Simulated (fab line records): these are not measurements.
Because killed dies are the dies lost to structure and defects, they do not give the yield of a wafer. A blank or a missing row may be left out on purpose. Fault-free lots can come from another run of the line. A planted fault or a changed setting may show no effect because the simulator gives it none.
Matching of chambers    flow sky130    SKY_PASSIVATION_ETCH_11 on rie-diel-03 has 4 sister chambers
The step etches the open film in CF4/O2, stops on AlCu, target depth 725 nm, time 161.1 s. 8 wafers are shown with their chamber, then 7 later ones without.

WAFERS PAIRED WITH THEIR CHAMBERS
wafer   chamber  drypump-motor-current-A (A)  throttle-valve-pct (%)
L077.3  1        6.0                          5.951
L076.1  1        6.0                          5.952
L076.6  2        5.9                          5.966
L078.2  0        6.4                          5.973
L078.4  3        6.0                          5.969
L078.5  2        6.0                          5.964
L083.1  0        6.4                          5.984
L083.2  3        6.0                          5.979

WAFERS WITHOUT THEIR CHAMBER
wafer   drypump-motor-current-A (A)  throttle-valve-pct (%)
L083.6  6.0                          5.957
L088.1  6.0                          5.961
L088.3  5.9                          5.967
L088.5  5.9                          5.983
L093.1  6.0                          5.963
L093.4  6.4                          5.966
L093.5  6.0                          5.979

WHICH CHAMBER EACH ONE RAN IN
wafer    from the rows above            in truth
L083.6   can't be placed: 1 or 2        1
L088.1   can't be placed: 2 or 1 or 3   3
L088.3   can't be placed: 2 or 3        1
L088.5   can't be placed: 3 or 2        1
L093.1   can't be placed: 2 or 3 or 1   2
L093.4   0                              0
L093.5   3                              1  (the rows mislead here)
Correctly placed: 1 of 7. Cannot be placed on the basis of these rows: 5; the candidates contain the true chamber in 3. 1 placed wrongly.
How it was worked out, from the rows above alone: a wafer's distance from a chamber is the root of the sum, over the readings, of the square of ((its reading less the chamber's mean) divided by the reading's scatter). If the next closest chamber is less than 2 further off than the closest, the wafer can't be placed; otherwise it belongs to the closest. A chamber's mean is the mean of its shown wafers. The scatter: take each reading less its chamber's mean, square it, sum over the shown wafers, divide by the number of wafers less the number of chambers, and take the root.
